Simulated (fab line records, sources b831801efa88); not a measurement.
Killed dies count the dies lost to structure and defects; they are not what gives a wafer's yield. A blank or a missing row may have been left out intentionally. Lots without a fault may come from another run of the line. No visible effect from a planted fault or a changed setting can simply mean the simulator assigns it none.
A lot that was struck, set against a sound lot -- flow gf180mcu -- 15 steps out of a route of 602
Sound: the wafers L597.1, L597.3, L597.6. Struck: wafer L598.5. (L598.4, L598.6 of the same lot were not struck and are left out.) The cause comes at the end.
At each step with rows: each side's tool, then ch and its chambers, then its first start. Under that, the readings that differ: sound wafers -- struck wafers -- difference of the means -- sigmas: that difference in standard deviations of wafers without a fault.
alike: readings with means less than 2 such deviations apart, plus words and numbers identical on both sides. not compared: withheld readings, readings lacking a value on some wafer, bounds such as >300 that could conceal the same value, and numbers that have no deviation in the record and whose values overlap.
Wherever a step has rows on one side only, a row that says differs or no value, or a row with sigmas, the two part there. When numbers do not overlap yet have no deviation, they are printed without sigmas and do not part them. A reading that every wafer of one side lacks parts them only if that side has two wafers or more.

GF_V3_OVL_MEAS_15:
  sound: overlay-02 at day 25 19:55; struck: overlay-02 at day 26 04:32
reading,sound,struck,difference,sigmas
V3_OVL (nm),0 1 1,-9,-10,-2
GF_V3_ETCH_16: etches BARC in N2/H2.
  sound on rieDiel-01 ch 0,1,2, day 25 19:58; struck on rieDiel-04 ch 1, day 26 04:34
  alike: drypumpMotorCurrentA, oesProductAu, throttleValvePct
GF_V3_ETCH_17: etches SiO2 in C4F8/O2/Ar, stops on TiN, target depth 635 nm.
  sound: rieDiel-01 ch 0,1,2; struck: rieDiel-04 ch 1
  alike: oesProductAu
then, 3 steps without rows for these wafers: GF_V3_STRIP_18 (strips in O2/N2); GF_V3_STRIP_19 (strips in post etch residue remover, time 1200 s); GF_V3_CLEAN_20 (cleans in DIW).
GF_V3_SPUTTER_21: material Ti, target thk 15 nm, time 80.02 s.
  sound: pvdSputter-01 at day 25 20:40; struck: pvdSputter-02 at day 26 05:17
  alike: throttleValvePct
then, 1 step without rows for these wafers: GF_V3_SPUTTER_22 (material TiN, target thk 10 nm, time 40 s).
GF_V3_CVD_23: deposits W, target thk 350 nm, time 104.9 s.
  sound on cvdW-02 ch 0,1, day 25 20:46; struck on cvdW-01 ch 1, day 26 05:23
  alike: heaterPowerW
GF_V3_RS_MEAS_24: a four-point-probe measurement.
  sound: filmMetro-03 at day 25 20:53; struck: filmMetro-03 at day 26 05:32
reading,sound,struck,difference,sigmas
V3_W_RS (ohm/sq),0.326 0.324 0.333,0.318,-0.010,-3
GF_V3_THK_MEAS_25: measures by xrf.
  sound: filmMetro-03 at day 25 21:01; struck: filmMetro-03 at day 26 05:37
reading,sound,struck,difference,sigmas
V3_W_THK (nm),357 362 349,370,+14,+2
GF_V3_CMP_26: polishes, stops on SiO2, t overpolish 15 s, target thk 0 nm.
  sound on cmp-01 ch 0,1,2, day 25 21:10; struck on cmp-02 ch 2, day 26 05:42
  alike: motorCurrentA, overpolishRunS, slurryFlowMlMin, timeToEndpointS
GF_M4_SPUTTER_00: material Ti, target thk 37.5 nm, time 150 s.
  sound: pvdSputter-02 at day 25 21:22; struck: pvdSputter-03 at day 26 05:57
reading,sound,struck,difference,sigmas
model.Ti_of_M4_SPUTTER_00.thkNm (nm),37.7 38.02 37.57,13.79,-23.97,
  alike: throttleValvePct
then, 1 step without rows for these wafers: GF_M4_SPUTTER_01 (material TiN, target thk 30 nm, time 25 s).
GF_PASSIVATION_PROBE_99:
  rows exist in the record for the sound wafers here (prober-02, day 31 21:32), none for the struck ones

WHERE THEY PART
At GF_V3_OVL_MEAS_15 first; at GF_PASSIVATION_PROBE_99 last (within this record only).

WHY: the cause the simulator had injected
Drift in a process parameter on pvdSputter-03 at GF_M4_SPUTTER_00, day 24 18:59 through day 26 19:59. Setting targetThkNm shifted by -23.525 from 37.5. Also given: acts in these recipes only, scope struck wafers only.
